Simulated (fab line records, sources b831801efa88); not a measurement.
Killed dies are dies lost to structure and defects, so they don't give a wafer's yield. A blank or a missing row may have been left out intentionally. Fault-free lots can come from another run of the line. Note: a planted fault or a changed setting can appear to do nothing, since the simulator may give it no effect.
8D (eight disciplines) problem report, filled in by code -- flow gf180mcu -- the parts of the form that need people (team, actions taken, sign-off) are left out

## 1. WHAT IS WRONG
stripTimeToEndpointS at GF_DNWELL_STRIP_08 reads a mean of 35.75 s on 6 wafers of 2 lots; wafers without a fault read 37.04 s with a standard deviation of 0.1. That puts it -13 standard deviations away from the usual mean.
The step: strips in O2/N2.
The first sign was on wafer L694.3 at day 6 18:20, on plasmaAsher-03. At this step, 42 wafers from 14 lots have a number in the record. Rule for "out" (also "out of limits"): further than 4 standard deviations from the usual mean. The rest of the wafers with a number are treated as sound.

## 2. WHAT THIS IS AND IS NOT
question,is,is not
which readings at this step,stripTimeToEndpointS,"chamberPressureMTorr, drypumpMotorCurrentA, heaterPowerW, oesProductAu"
which lots,"L694, L696","L676, L679, L680, L681, L682, L683, L684, L685, L686, L688, L692, L695"
which wafers of those lots,all that have a number,-
read on which tools,"plasmaAsher-02, plasmaAsher-03",plasmaAsher-01
when,from day 6 18:20,up to then (33 sound wafers); but 3 sound wafers of L695 came after

## 3. THE SUSPECTS, EACH WITH WHAT RULES IT OUT
Counting: a tool at any process step up to the reading remains a suspect when it ran all the lots that are out and ran no sound lot after the first of those.
- lithoTrack-03 at GF_DNWELL_COAT_02 (resist thk 3000 nm): kept. All lots that are out passed through it, beginning with L694 at day 6 10:33, and no sound lot followed; its final sound lot before that point was L686 at day 4 15:09.
Remaining after the count: lithoTrack-03 at GF_DNWELL_COAT_02.

## 4. THE CAUSE (what the simulator had put in)
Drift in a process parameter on lithoTrack-03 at GF_DNWELL_COAT_02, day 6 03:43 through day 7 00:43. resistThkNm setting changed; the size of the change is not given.
This tool alone remained once counting was done.

## 5. THE CHAIN OF EFFECTS, in route order
Rows list readings where the struck wafers' mean (over those with a number) sits beyond 3 standard deviations from the usual. Scope: only readings with a usual standard deviation given in the record; hours: median across lots of the time from each lot's start at the first step in this table that gives one to its start at this step; sigmas: change in usual standard deviations.
hours,step,reading,usual,on struck wafers,change,sigmas
0,GF_DNWELL_STRIP_08,stripTimeToEndpointS,37.04 s,35.75,-1.29,-13
Its process steps:
- GF_DNWELL_STRIP_08: strips in O2/N2.
Later measuring or inspecting steps at which every struck wafer that the step has a row for has a number for every such reading, and none has moved that far: GF_DNWELL_TW_MEAS_09, GF_DUAL_GATE_OVL_MEAS_11.

## 6. HOW IT WOULD HAVE BEEN CAUGHT EARLIER
The fault began at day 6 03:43; the first out-of-limits reading in this record came at day 6 18:20, 15 hours later.
Of the lots that are out (2), L696 began GF_DNWELL_COAT_02 on lithoTrack-03 after day 6 18:20. A tool hold placed at that time would have kept it from harm.
